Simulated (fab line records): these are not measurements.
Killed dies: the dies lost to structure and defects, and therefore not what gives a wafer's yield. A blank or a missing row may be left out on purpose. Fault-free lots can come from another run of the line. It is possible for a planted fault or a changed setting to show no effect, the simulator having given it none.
Which tool is to blame? ; flow sky130 ; Sampling: 6 lots, 18 wafers, 2 of 708 route steps

## WHAT THE GAUGES READ, wafer by wafer
SKY_METAL4_CD_MEAS_13 targets a cd of 300 nm.
lot;measured;on;cd-nm (nm)
L599;day 42 11:38;cd-sem-01;301.4 300.0 301.2
L601;day 43 11:26;cd-sem-02;299.6 299.9 299.6
L605;day 44 07:52;cd-sem-02;301.4 302.4 301.1
L607;day 45 01:57;cd-sem-02;302.7 302.3 302.7
L613;day 46 09:53;cd-sem-01;301.5 301.3 300.7
L616;day 47 04:16;cd-sem-02;300.1 301.6 300.4

## TOOL THAT RAN EACH LOT (tool first, then ch and the chambers of the sampled wafers, then the start)
lot;SKY_VIA3_CMP_24
L599;cmp-01 ch 1,2,3, day 40 10:59
L601;cmp-02 ch 0,1, day 41 11:23
L605;cmp-02 ch 0,2,3, day 42 10:45
L607;cmp-01 ch 1,2, day 43 04:06
L613;cmp-02 ch 1,2,3, day 44 13:51
L616;cmp-02 ch 1,2, day 45 10:43
- SKY_VIA3_CMP_24: polishes, stops on SiO2, t overpolish 20 s, target thk 0 nm.

## THE ANSWER, worked out from the rows above alone
Rule: the lots themselves supply what counts as usual. Put in order of their means at a reading, lots are off if they are a third of the lots or fewer, leave a main group of 4 or more, and stand apart from it by a gap of 3 or more times the standard deviation of the main group's means; of several such gaps the widest counts. If all means in a main group match to the digits the tables above print for the reading, that group is not used. A lot without any number at a reading at which 4 lots or more have one is off too. Any other lot the step has rows for is counted as sound.
No lot is off on any of the readings shown, so nothing can be concluded from this.

## WHAT THE SIMULATOR PUT IN
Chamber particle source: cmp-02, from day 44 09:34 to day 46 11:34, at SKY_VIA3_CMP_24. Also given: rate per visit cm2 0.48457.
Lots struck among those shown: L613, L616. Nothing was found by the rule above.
